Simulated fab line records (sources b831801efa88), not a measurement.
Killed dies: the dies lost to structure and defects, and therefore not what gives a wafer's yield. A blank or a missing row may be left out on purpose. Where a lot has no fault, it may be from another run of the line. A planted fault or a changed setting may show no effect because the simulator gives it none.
What tool caused it? | flow gf180mcu | Sampling: 13 lots, 39 wafers, 3 of 602 route steps

== WHAT EACH GAUGE READ, for each wafer ==
GF_POLY_GATE_THK_MEAS_17. Usual: POLY_GATE_OXIDATION_THK gives 4.00 nm (standard deviation 0.075).
lot  | measured     | on            | POLY_GATE_OXIDATION_THK (nm) | flag
L745 | day 9 08:10  | film-metro-01 | 3.90 4.00 3.95               |
L747 | day 9 20:46  | film-metro-03 | 3.93 3.90 3.88               |
L748 | day 10 03:17 | film-metro-03 | 3.93 3.98 3.93               |
L750 | day 10 18:46 | film-metro-03 | 3.92 3.95 4.07               |
L758 | day 13 05:17 | film-metro-03 | 3.99 4.02 4.03               |
L759 | day 13 09:30 | film-metro-01 | 3.88 3.82 3.90               |
L760 | day 14 04:03 | film-metro-01 | 4.16 3.98 4.02               |
L761 | day 14 04:03 | film-metro-02 | 3.88 3.96 3.88               |
L762 | day 14 08:16 | film-metro-03 | 4.00 4.02 3.97               |
L763 | day 14 23:21 | film-metro-02 | 4.03 3.96 4.04               |
L766 | day 15 13:52 | film-metro-02 | 4.08 4.08 4.04               |
L767 | day 15 23:13 | film-metro-02 | 4.01 3.98 4.00               |
L768 | day 16 03:25 | film-metro-01 | 4.04 4.09 4.06               |

GF_POLY_GATE_CD_MEAS_18. Usual: cd-nm reads 280.6 nm (standard deviation 1.3).
lot  | measured     | on        | cd-nm (nm)        | flag
L745 | day 9 08:14  | cd-sem-01 | 281.1 280.7 281.9 |
L747 | day 9 20:49  | cd-sem-02 | 279.8 280.6 279.1 |
L748 | day 10 03:21 | cd-sem-02 | 281.4 281.3 281.4 |
L750 | day 10 18:51 | cd-sem-02 | 279.6 279.7 278.1 |
L758 | day 13 05:21 | cd-sem-02 | 279.2 280.0 280.2 |
L759 | day 13 09:34 | cd-sem-02 | 278.0 277.5 279.2 |
L760 | day 14 04:09 | cd-sem-02 | 280.4 280.7 278.1 |
L761 | day 14 04:09 | cd-sem-01 | 283.3 282.1 282.0 |
L762 | day 14 08:20 | cd-sem-02 | 280.2 280.9 281.0 |
L763 | day 14 23:25 | cd-sem-01 | 280.2 281.7 280.9 |
L766 | day 15 13:55 | cd-sem-01 | 281.1 282.6 281.6 |
L767 | day 15 23:16 | cd-sem-02 | 279.6 281.9 281.1 |
L768 | day 16 03:28 | cd-sem-02 | 282.2 282.4 282.8 |

GF_HV_LDD_OVL_MEAS_32. Usual: HV_LDD_02_OVL gives -0.1 nm (standard deviation 1.3).
lot  | measured     | on         | HV_LDD_02_OVL (nm) | flag
L745 | day 11 14:34 | overlay-02 | -0.8 -1.4 -1.0     |
L747 | day 12 04:39 | overlay-01 | -1.7 -1.5 -1.8     |
L748 | day 12 10:43 | overlay-02 | -0.1 -1.1 0.4      |
L750 | day 13 03:13 | overlay-01 | -0.7 -0.2 -2.2     |
L758 | day 15 19:41 | overlay-01 | 0.3 -1.8 -0.3      |
L759 | day 16 01:36 | overlay-01 | 0.8 1.1 0.2        |
L760 | day 16 22:19 | overlay-01 | 0.9 1.3 0.9        |
L761 | day 16 22:28 | overlay-01 | 3.0 4.1 2.7        |
L762 | day 17 03:00 | overlay-02 | -1.3 -1.5 -0.6     |
L763 | day 17 19:14 | overlay-02 | 0.6 -0.5 -0.4      |
L766 | day 18 10:58 | overlay-01 | -1.7 -1.5 -0.6     |
L767 | day 18 21:49 | overlay-02 | -1.4 0.1 1.1       |
L768 | day 19 02:16 | overlay-01 | 1.2 1.0 0.4        |

== TOOL THAT RAN EACH LOT (tool first, then ch and the chambers of the sampled wafers, then the start) ==
Record: no process step prior to these readings.

== AS READ BY THE TOOLS THEMSELVES (means over the sampled wafers that have a number; for cases with no such wafer, the mark the record gives instead) ==
The record holds no such reading with a usual standard deviation.

== THE ANSWER, worked out from the rows above alone ==
Rule: lot off if the mean of its wafers having a number is beyond 3 standard deviations from the usual mean. Also off: a lot with no number at a reading for which 4 or more lots have one. The other lots that the step has rows for count as sound. After the gauges, taken in route order, come the tools' own readings; for these a lot's mean is taken, as printed above. The first step at which some lot is off is used, and at that step the reading that is off furthest; a lot without a number counts as furthest.
Nothing can be told from this: no lot is off at any reading shown.

== WHAT THE SIMULATOR HAD INSERTED ==
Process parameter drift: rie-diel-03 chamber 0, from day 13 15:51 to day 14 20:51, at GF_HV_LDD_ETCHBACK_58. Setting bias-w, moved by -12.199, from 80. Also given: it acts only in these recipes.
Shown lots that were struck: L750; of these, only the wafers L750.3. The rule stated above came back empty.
